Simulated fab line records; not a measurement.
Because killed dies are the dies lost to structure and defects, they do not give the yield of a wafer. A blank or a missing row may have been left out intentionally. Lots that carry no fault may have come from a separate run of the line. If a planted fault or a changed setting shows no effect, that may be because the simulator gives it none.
What tool caused it? | flow sky130 | 12 lots with 36 wafers sampled at 5 steps, on a route of 708 steps

WHAT THE GAUGES SHOWED, per wafer
SKY_METAL1_CD_MEAS_15 targets a cd of 140 nm. Usual: cdNm at 140.4 nm, with a standard deviation of 1.7.
lot  | measured     | on       | cdNm (nm)         | flag
L282 | day 32 16:35 | cdSem-02 | 137.8 135.0 137.3 | 
L287 | day 34 06:38 | cdSem-01 | 141.1 139.9 140.6 | 
L286 | day 34 07:53 | cdSem-02 | 141.9 143.2 142.0 | 
L285 | day 34 08:11 | cdSem-02 | 141.3 141.9 141.9 | 
L288 | day 34 11:14 | cdSem-01 | 139.9 138.1 138.6 | 
L290 | day 35 07:29 | cdSem-01 | 141.8 141.6 142.7 | 
L293 | day 36 08:50 | cdSem-02 | 139.9 139.9 140.9 | 
L294 | day 36 22:01 | cdSem-02 | 141.0 140.3 141.5 | 
L297 | day 37 10:23 | cdSem-01 | 138.4 138.7 138.3 | 
L298 | day 37 21:19 | cdSem-02 | 139.8 140.8 141.3 | 
L301 | day 38 20:13 | cdSem-01 | 141.0 141.7 140.3 | 
L303 | day 38 23:05 | cdSem-01 | 137.4 138.3 137.7 | 

SKY_PASSIVATION_THK_MEAS_01. Usual: PASSIVATION_CVD_00_THK typically reads 90.0 nm, with standard deviation 1.1.
lot  | measured     | on           | PASSIVATION_CVD_00_THK (nm) | flag
L282 | day 43 20:04 | filmMetro-03 | 89.5 91.3 89.8              | 
L287 | day 45 01:52 | filmMetro-04 | 88.1 88.2 90.3              | 
L286 | day 45 02:10 | filmMetro-03 | 90.1 90.6 92.6              | 
L285 | day 45 02:53 | filmMetro-04 | 89.7 90.1 91.5              | 
L288 | day 45 05:54 | filmMetro-03 | 89.4 90.1 90.7              | 
L290 | day 45 23:02 | filmMetro-02 | 90.4 90.5 91.8              | 
L293 | day 46 19:11 | filmMetro-02 | 142.4 144.0 144.0           | OFF
L294 | day 47 05:23 | filmMetro-04 | 142.0 142.0 144.8           | OFF
L297 | day 47 14:15 | filmMetro-03 | 89.6 89.1 90.0              | 
L298 | day 47 22:41 | filmMetro-03 | 89.0 90.2 91.4              | 
L301 | day 48 16:15 | filmMetro-02 | 89.0 89.7 90.0              | 
L303 | day 48 16:35 | filmMetro-02 | 90.2 89.7 91.5              | 

SKY_PASSIVATION_THK_MEAS_03. Usual: PASSIVATION_CVD_02_THK typically reads 540 nm, with standard deviation 5.8.
lot  | measured     | on           | PASSIVATION_CVD_02_THK (nm) | flag
L282 | day 43 20:21 | filmMetro-03 | 540 552 550                 | 
L287 | day 45 02:09 | filmMetro-02 | 539 535 547                 | 
L286 | day 45 02:27 | filmMetro-02 | 538 538 539                 | 
L285 | day 45 03:10 | filmMetro-03 | 529 542 543                 | 
L288 | day 45 06:11 | filmMetro-04 | 533 537 542                 | 
L290 | day 45 23:19 | filmMetro-02 | 531 535 540                 | 
L293 | day 46 19:28 | filmMetro-04 | 538 549 543                 | 
L294 | day 47 05:40 | filmMetro-04 | 533 536 546                 | 
L297 | day 47 14:32 | filmMetro-03 | 537 541 535                 | 
L298 | day 47 22:58 | filmMetro-04 | 530 539 536                 | 
L301 | day 48 16:32 | filmMetro-04 | 530 546 538                 | 
L303 | day 48 16:52 | filmMetro-03 | 543 535 542                 | 

WHICH TOOL RAN EACH LOT (tool, then ch and the chambers of the sampled wafers, then the start)
lot  | SKY_METAL5_STRIP_16                 | SKY_PASSIVATION_CVD_00
L282 | plasmaAsher-03 ch 0,1, day 43 19:25 | pecvd-04 ch 1,2, day 43 20:02
L287 | plasmaAsher-04 ch 0, day 45 01:13   | pecvd-03 ch 0,1,2, day 45 01:50
L286 | plasmaAsher-01 ch 1, day 45 01:31   | pecvd-01 ch 0,1, day 45 02:09
L285 | plasmaAsher-01 ch 0,1, day 45 02:14 | pecvd-04 ch 0,1, day 45 02:52
L288 | plasmaAsher-01 ch 0,1, day 45 05:08 | pecvd-03 ch 0,1, day 45 05:42
L290 | plasmaAsher-03 ch 0,1, day 45 22:22 | pecvd-01 ch 1,2, day 45 22:59
L293 | plasmaAsher-04 ch 0,1, day 46 18:32 | pecvd-01 ch 0,1,2, day 46 19:10
L294 | plasmaAsher-03 ch 0,1, day 47 04:46 | pecvd-01 ch 0,2, day 47 05:21
L297 | plasmaAsher-03 ch 0,1, day 47 13:38 | pecvd-04 ch 0,1,2, day 47 14:14
L298 | plasmaAsher-03 ch 0,1, day 47 22:02 | pecvd-04 ch 0,2, day 47 22:38
L301 | plasmaAsher-03 ch 0,1, day 48 15:38 | pecvd-03 ch 0,2, day 48 16:13
L303 | plasmaAsher-01 ch 0,1, day 48 15:56 | pecvd-04 ch 0,1, day 48 16:31
- SKY_METAL5_STRIP_16: strips in O2/N2.
- SKY_PASSIVATION_CVD_00: deposits SiO2, target thk 90 nm.

AS READ BY THE TOOLS THEMSELVES (means over the sampled wafers that have a number; for cases with no such wafer, the mark the record gives instead)
SKY_METAL5_STRIP_16. Usual: drypumpMotorCurrentA 5.6 A, standard deviation 0.4; oesProductAu 0.711 a.u., standard deviation 0.0045; stripTimeToEndpointS 13.08 s, standard deviation 0.13.
lot  | tool           | drypumpMotorCurrentA (A) | oesProductAu (a.u.) | stripTimeToEndpointS (s) | flag
L282 | plasmaAsher-03 | 5.4                      | 0.711               | 13.20                    | 
L287 | plasmaAsher-04 | 5.4                      | 0.714               | 12.92                    | 
L286 | plasmaAsher-01 | 5.7                      | 0.710               | 13.15                    | 
L285 | plasmaAsher-01 | 5.8                      | 0.705               | 13.13                    | 
L288 | plasmaAsher-01 | 5.8                      | 0.713               | 13.16                    | 
L290 | plasmaAsher-03 | 5.3                      | 0.711               | 13.27                    | 
L293 | plasmaAsher-04 | 5.4                      | 0.712               | 13.28                    | 
L294 | plasmaAsher-03 | 5.3                      | 0.709               | 13.10                    | 
L297 | plasmaAsher-03 | 5.4                      | 0.711               | 13.07                    | 
L298 | plasmaAsher-03 | 5.4                      | 0.713               | 12.94                    | 
L301 | plasmaAsher-03 | 5.7                      | 0.709               | 13.00                    | 
L303 | plasmaAsher-01 | 5.8                      | 0.712               | 13.08                    | 

SKY_PASSIVATION_CVD_00. Usual: heaterPowerW at 624 W, with a standard deviation of 77.
lot  | tool     | heaterPowerW (W) | flag
L282 | pecvd-04 | 586              | 
L287 | pecvd-03 | 679              | 
L286 | pecvd-01 | 642              | 
L285 | pecvd-04 | 662              | 
L288 | pecvd-03 | 697              | 
L290 | pecvd-01 | 616              | 
L293 | pecvd-01 | 639              | 
L294 | pecvd-01 | 651              | 
L297 | pecvd-04 | 599              | 
L298 | pecvd-04 | 618              | 
L301 | pecvd-03 | 665              | 
L303 | pecvd-04 | 606              | 

THE ANSWER, worked out from the rows above alone
Rule: a lot counts as off when the mean over its wafers that have a number is more than 3 standard deviations away from the usual mean. A lot without any number at a reading at which 4 lots or more have one is off too. The other lots that the step has rows for count as sound. Order of review: gauges by route order, followed by the tools' own readings, for which a lot's mean as printed above is used. At the first step where some lot is off, the reading lying furthest off is the one used; lots without a number count as furthest.
Off: L293, L294, seen at SKY_PASSIVATION_THK_MEAS_01 (PASSIVATION_CVD_00_THK).
A tool fits if, at a process step before that reading, it ran every lot that is off, and no sound lot after the first of them. Those tools and the gauges at SKY_PASSIVATION_THK_MEAS_01 are tried in the same way. One fits: pecvd-01 at SKY_PASSIVATION_CVD_00. Its last sound lot is L290 (day 45 22:59), its first lot that is off L293 (day 46 19:10): a fault that began between those two fits.

WHAT HAD BEEN PUT IN BY THE SIMULATOR
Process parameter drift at SKY_PASSIVATION_CVD_00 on pecvd-01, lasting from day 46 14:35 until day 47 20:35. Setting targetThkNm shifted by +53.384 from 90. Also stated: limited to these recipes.
Struck lots among those shown: L293, L294. The rule above found the same.
